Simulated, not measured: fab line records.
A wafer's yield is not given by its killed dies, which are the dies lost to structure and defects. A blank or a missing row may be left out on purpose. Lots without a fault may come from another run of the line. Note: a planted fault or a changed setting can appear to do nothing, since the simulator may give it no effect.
The tool behind it: which one? | flow gf180mcu | route of 602 steps, sampled at 1 step: 6 lots, 18 wafers

## WHAT EACH GAUGE READ, for each wafer
GF_MIM_THK_MEAS_06.
lot  | measured     | on            | MIM_CVD_05_THK (nm)
L566 | day 25 04:47 | film-metro-01 | 42.2 41.3 42.6
L568 | day 25 17:50 | film-metro-01 | 41.7 42.6 42.6
L570 | day 26 16:24 | film-metro-04 | 42.7 42.8 42.0
L572 | day 27 07:24 | film-metro-03 | 41.1 41.4 41.7
L582 | day 29 23:58 | film-metro-03 | 41.6 42.0 41.7
L586 | day 31 01:00 | film-metro-01 | 42.1 41.8 42.5

## WHAT TOOL EACH LOT RAN ON (gives the tool, then ch and the chambers of the sampled wafers, and finally the start)
The record holds no process step before these readings.

## THE ANSWER, worked out from the rows above alone
Rule: usual is defined by the lots themselves. The widest of any qualifying gaps counts: lots, ordered by their means at a reading, are off when they make up no more than a third of the lots, leave a main group of 4 or more, and stand apart from it by 3 or more times the standard deviation of that group's means. The tables above print the reading to a certain number of digits; a main group whose means all agree to those digits is not used. Also off: a lot with no number at a reading for which 4 or more lots have one. All remaining lots with rows at the step are treated as sound.
Nothing can be told from this: no lot is off at any reading shown.

## WHAT WAS PUT IN BY THE SIMULATOR
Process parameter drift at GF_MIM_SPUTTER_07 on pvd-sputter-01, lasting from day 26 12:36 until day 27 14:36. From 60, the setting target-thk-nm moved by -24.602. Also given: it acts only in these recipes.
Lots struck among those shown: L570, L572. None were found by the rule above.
